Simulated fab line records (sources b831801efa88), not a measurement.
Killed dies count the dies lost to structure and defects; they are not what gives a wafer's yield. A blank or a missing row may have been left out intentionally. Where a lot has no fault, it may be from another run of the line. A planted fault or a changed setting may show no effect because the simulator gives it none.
Which tool did it? | flow gf180mcu | 24 lots with 72 wafers sampled at 5 steps, on a route of 602 steps

## WHAT THE GAUGES READ, wafer by wafer
GF_STI_THK_MEAS_22. Usual: STI_OXIDATION_01_THK typically reads 15.05 nm, with standard deviation 0.24.
lot  | measured    | on            | STI_OXIDATION_01_THK (nm) | flag
L074 | day 2 04:45 | film metro-01 | 14.49 14.87 14.56         |
L075 | day 2 09:59 | film metro-02 | 14.47 14.70 14.82         |
L076 | day 2 15:43 | film metro-03 | 14.69 15.04 15.20         |
L077 | day 2 21:02 | film metro-02 | 15.23 14.99 14.91         |
L078 | day 3 01:49 | film metro-02 | 15.18 14.93 15.33         |
L079 | day 3 06:50 | film metro-02 | 14.91 15.20 14.88         |
L080 | day 3 10:35 | film metro-01 | 14.77 14.94 14.96         |
L081 | day 3 15:05 | film metro-02 | 15.08 15.07 15.06         |
L082 | day 3 20:17 | film metro-02 | 15.03 14.88 15.16         |
L083 | day 4 03:20 | film metro-02 | 15.38 15.00 15.12         |
L084 | day 4 07:13 | film metro-03 | 15.29 14.84 15.05         |
L085 | day 4 12:05 | film metro-02 | 14.59 14.75 14.67         |
L086 | day 4 16:32 | film metro-03 | 15.40 15.15 15.09         |
L087 | day 4 22:08 | film metro-01 | 14.97 15.08 14.96         |
L088 | day 5 03:19 | film metro-02 | 15.04 14.85 14.86         |
L089 | day 5 08:38 | film metro-03 | 15.02 15.39 15.22         |
L090 | day 5 14:48 | film metro-03 | 15.05 15.30 15.22         |
L091 | day 5 18:54 | film metro-03 | 15.42 15.57 15.45         |
L092 | day 5 23:42 | film metro-02 | 15.15 15.04 14.74         |
L093 | day 6 05:38 | film metro-02 | 15.19 15.50 15.44         |
L094 | day 6 10:49 | film metro-02 | 14.93 14.88 15.12         |
L095 | day 6 15:59 | film metro-02 | 14.85 15.00 14.76         |
L096 | day 6 20:13 | film metro-02 | 14.89 15.35 15.26         |
L097 | day 7 01:58 | film metro-01 | 15.14 15.13 15.06         |

GF_M2_CD_MEAS_14: target cd 280 nm. Usual: cd nm at 280.4 nm, with a standard deviation of 1.3.
lot  | measured     | on        | cd nm (nm)        | flag
L074 | day 19 08:06 | cd sem-02 | 283.0 282.6 282.3 |
L075 | day 19 17:26 | cd sem-02 | 280.8 281.0 282.0 |
L076 | day 20 02:16 | cd sem-02 | 279.8 279.5 278.9 |
L077 | day 20 09:23 | cd sem-01 | 277.3 278.2 280.0 |
L078 | day 20 23:34 | cd sem-02 | 281.0 280.1 281.1 |
L079 | day 21 08:40 | cd sem-01 | 280.0 280.9 280.3 |
L080 | day 21 15:05 | cd sem-02 | 280.2 280.9 281.2 |
L081 | day 21 19:02 | cd sem-02 | 279.8 278.8 279.0 |
L082 | day 22 08:10 | cd sem-01 | 279.7 279.3 279.2 |
L083 | day 22 18:39 | cd sem-02 | 280.7 280.1 280.5 |
L084 | day 23 02:44 | cd sem-02 | 282.0 282.6 282.5 |
L085 | day 23 15:49 | cd sem-01 | 280.5 280.2 280.6 |
L086 | day 23 17:44 | cd sem-01 | 280.5 280.8 280.1 |
L087 | day 24 04:01 | cd sem-01 | 279.2 279.6 280.5 |
L088 | day 24 16:14 | cd sem-02 | 278.7 278.7 279.7 |
L089 | day 24 16:34 | cd sem-01 | 280.8 280.6 280.7 |
L090 | day 25 03:37 | cd sem-01 | 278.6 278.5 278.1 |
L091 | day 25 08:50 | cd sem-01 | 281.5 281.0 281.4 |
L092 | day 25 20:10 | cd sem-01 | 281.5 281.1 281.3 |
L093 | day 25 22:02 | cd sem-01 | 279.9 280.3 279.2 |
L094 | day 26 06:52 | cd sem-01 | 283.4 281.8 282.7 |
L095 | day 26 15:26 | cd sem-01 | 277.1 278.3 277.8 |
L096 | day 26 17:16 | cd sem-01 | 281.7 281.1 281.5 |
L097 | day 27 03:31 | cd sem-02 | 281.7 283.0 281.7 |

GF_V5_THK_MEAS_03. Usual: V5_CVD_02_THK typically reads 1448 nm, with standard deviation 21.
lot  | measured     | on            | V5_CVD_02_THK (nm) | flag
L074 | day 26 11:49 | film metro-03 | 1411 1430 1472     |
L075 | day 26 20:02 | film metro-03 | 1414 1450 1437     |
L076 | day 27 01:04 | film metro-03 | 1411 1438 1452     |
L077 | day 27 09:29 | film metro-03 | 1420 1438 1446     |
L078 | day 27 20:42 | film metro-03 | 1440 1466 1474     |
L079 | day 28 05:01 | film metro-01 | 1433 1430 1444     |
L080 | day 28 08:33 | film metro-02 | 1436 1461 1451     |
L081 | day 28 12:28 | film metro-03 | 1455 1469 1503     |
L082 | day 28 22:41 | film metro-02 | 1450 1452 1476     |
L083 | day 29 10:02 | film metro-02 | 1415 1439 1426     |
L084 | day 29 14:49 | film metro-01 | 1458 1466 1501     |
L085 | day 30 02:58 | film metro-03 | 1425 1429 1441     |
L086 | day 30 03:53 | film metro-03 | 1422 1454 1447     |
L087 | day 30 10:49 | film metro-03 | 1432 1462 1437     |
L088 | day 30 23:52 | film metro-03 | 1460 1508 1482     |
L089 | day 30 23:10 | film metro-01 | 1437 1445 1444     |
L090 | day 31 08:00 | film metro-01 | 1423 1409 1419     |
L091 | day 31 12:32 | film metro-01 | 1420 1417 1446     |
L092 | day 31 23:01 | film metro-02 | 1433 1456 1462     |
L093 | day 32 00:04 | film metro-02 | 1447 1459 1481     |
L094 | day 32 06:00 | film metro-02 | 1446 1451 1459     |
L095 | day 32 11:25 | film metro-02 | 1436 1465 1484     |
L096 | day 32 13:01 | film metro-02 | 1450 1457 1485     |
L097 | day 32 22:19 | film metro-03 | 1419 1452 1479     |

GF_V5_CD_MEAS_14: target cd 260 nm. Usual: cd nm at 259.8 nm, with a standard deviation of 1.5.
lot  | measured     | on        | cd nm (nm)        | flag
L074 | day 27 08:46 | cd sem-01 | 259.2 258.6 258.4 |
L075 | day 27 17:28 | cd sem-02 | 260.9 260.5 261.1 |
L076 | day 27 21:29 | cd sem-02 | 262.0 262.8 261.4 |
L077 | day 28 06:17 | cd sem-02 | 258.0 258.0 258.2 |
L078 | day 28 17:18 | cd sem-01 | 261.7 260.0 260.6 |
L079 | day 29 01:19 | cd sem-01 | 258.5 256.7 258.7 |
L080 | day 29 04:22 | cd sem-01 | 262.8 262.1 262.0 |
L081 | day 29 08:37 | cd sem-02 | 259.9 261.2 258.9 |
L082 | day 29 18:25 | cd sem-02 | 261.7 259.7 259.3 |
L083 | day 30 05:32 | cd sem-01 | 258.2 258.9 261.1 |
L084 | day 30 10:19 | cd sem-02 | 258.4 259.0 259.4 |
L085 | day 30 21:08 | cd sem-01 | 261.8 260.6 261.4 |
L086 | day 30 23:02 | cd sem-01 | 260.1 259.8 258.7 |
L087 | day 31 04:59 | cd sem-01 | 260.1 260.9 259.1 |
L088 | day 31 18:02 | cd sem-02 | 262.1 260.6 261.6 |
L089 | day 31 16:55 | cd sem-01 | 258.6 258.6 258.6 |
L090 | day 32 01:59 | cd sem-01 | 261.9 260.9 260.7 |
L091 | day 32 06:05 | cd sem-01 | 260.3 261.3 261.3 |
L092 | day 32 15:11 | cd sem-02 | 262.3 260.7 261.4 |
L093 | day 32 19:52 | cd sem-02 | 258.9 260.0 259.6 |
L094 | day 32 23:53 | cd sem-02 | 258.9 258.4 259.6 |
L095 | day 33 03:55 | cd sem-01 | 256.4 256.7 256.9 |
L096 | day 33 05:25 | cd sem-01 | 261.5 261.6 262.3 |
L097 | day 33 14:52 | cd sem-02 | 258.6 258.2 257.4 |

## TOOL THAT RAN EACH LOT (tool first, then ch and the chambers of the sampled wafers, then the start)
lot  | GF_HV_LDD_STRIP_49
L074 | plasma asher-04 ch 0,1, day 12 12:32
L075 | plasma asher-04 ch 0,1, day 12 18:49
L076 | plasma asher-04 ch 0,1, day 13 04:59
L077 | plasma asher-04 ch 0,1, day 13 08:56
L078 | plasma asher-01 ch 0,1, day 13 21:25
L079 | plasma asher-03 ch 0,1, day 14 03:18
L080 | plasma asher-04 ch 0,1, day 14 10:55
L081 | plasma asher-01 ch 0,1, day 14 13:30
L082 | plasma asher-03 ch 0,1, day 15 00:12
L083 | plasma asher-03 ch 0,1, day 15 11:15
L084 | plasma asher-03 ch 0,1, day 15 15:57
L085 | plasma asher-01 ch 0,1, day 16 02:40
L086 | plasma asher-03 ch 0,1, day 16 10:24
L087 | plasma asher-04 ch 1, day 16 20:12
L088 | plasma asher-03 ch 0,1, day 17 10:02
L089 | plasma asher-01 ch 0,1, day 17 10:48
L090 | plasma asher-04 ch 0,1, day 18 00:20
L091 | plasma asher-04 ch 0,1, day 18 02:24
L092 | plasma asher-04 ch 0, day 18 13:15
L093 | plasma asher-03 ch 0, day 18 18:11
L094 | plasma asher-04 ch 0,1, day 19 03:47
L095 | plasma asher-01 ch 0,1, day 19 13:20
L096 | plasma asher-04 ch 0,1, day 19 15:17
L097 | plasma asher-01 ch 0,1, day 20 03:08
- GF_HV_LDD_STRIP_49: strips in O2/N2.

## WHAT THE TOOLS THEMSELVES READ (means of the sampled wafers that have a number; where no wafer has one, the mark that the record gives instead)
GF_HV_LDD_STRIP_49. Usual: chamber pressure mTorr 1500.1 mTorr, standard deviation 1.3; drypump motor current A 5.9 A, standard deviation 0.52; heater power w 331 W, standard deviation 29; oes product au 0.716 a.u., standard deviation 0.0049; strip time to endpoint s 12.65 s, standard deviation 0.033.
lot  | tool            | chamber pressure mTorr (mTorr) | drypump motor current A (A) | heater power w (W) | oes product au (a.u.) | strip time to endpoint s (s) | flag
L074 | plasma asher-04 | 1500.2                         | 5.8                         | 361                | 0.713                 | 12.62                        |
L075 | plasma asher-04 | 1499.3                         | 5.7                         | 331                | 0.718                 | 12.64                        |
L076 | plasma asher-04 | 1500.6                         | 5.7                         | 343                | 0.714                 | 12.69                        |
L077 | plasma asher-04 | 1498.9                         | 5.8                         | 358                | 0.716                 | 12.65                        |
L078 | plasma asher-01 | 1498.3                         | 6.1                         | 318                | 0.717                 | 12.60                        |
L079 | plasma asher-03 | 1501.1                         | 5.5                         | 320                | 0.715                 | 12.63                        |
L080 | plasma asher-04 | 1501.0                         | 5.7                         | 336                | 0.720                 | 12.65                        |
L081 | plasma asher-01 | 1501.4                         | 6.1                         | 321                | 0.713                 | 12.64                        |
L082 | plasma asher-03 | 1498.5                         | 6.2                         | 323                | 0.713                 | 12.66                        |
L083 | plasma asher-03 | 1502.2                         | 5.6                         | 323                | 0.719                 | 12.69                        |
L084 | plasma asher-03 | 1499.3                         | 6.2                         | 329                | 0.714                 | 12.65                        |
L085 | plasma asher-01 | 1500.1                         | 6.1                         | 322                | 0.718                 | 12.63                        |
L086 | plasma asher-03 | 1500.8                         | 6.2                         | 326                | 0.717                 | 12.68                        |
L087 | plasma asher-04 | 1500.0                         | 5.7                         | 315                | 0.720                 | 12.66                        |
L088 | plasma asher-03 | 1498.8                         | 6.2                         | 324                | 0.718                 | 12.64                        |
L089 | plasma asher-01 | 1500.0                         | 6.1                         | 316                | 0.715                 | 12.61                        |
L090 | plasma asher-04 | 1500.3                         | 5.7                         | 339                | 0.719                 | 12.71                        |
L091 | plasma asher-04 | 1500.5                         | 5.7                         | 340                | 0.714                 | 12.68                        |
L092 | plasma asher-04 | 1500.9                         | 5.8                         | 386                | 0.716                 | 12.64                        |
L093 | plasma asher-03 | 1498.8                         | 6.8                         | 329                | 0.712                 | 12.66                        |
L094 | plasma asher-04 | 1499.8                         | 5.7                         | 328                | 0.714                 | 12.68                        |
L095 | plasma asher-01 | 1500.1                         | 6.2                         | 318                | 0.716                 | 12.68                        |
L096 | plasma asher-04 | 1499.6                         | 5.8                         | 341                | 0.714                 | 12.66                        |
L097 | plasma asher-01 | 1499.4                         | 6.1                         | 307                | 0.717                 | 12.62                        |

## THE ANSWER, worked out from the rows above alone
Rule: take the mean of a lot's wafers that have a number; if it is more than 3 standard deviations from the usual mean, the lot is off. Also off: a lot with no number at a reading for which 4 or more lots have one. All remaining lots with rows at the step are treated as sound. The gauges are gone through in route order, then the tools' own readings, and for those a lot's mean is taken as printed above. The first step at which some lot is off is used, and at that step the reading that is off furthest; a lot without a number counts as furthest.
Nothing can be told from this: no lot is off at any reading shown.

## WHAT THE SIMULATOR HAD PUT IN
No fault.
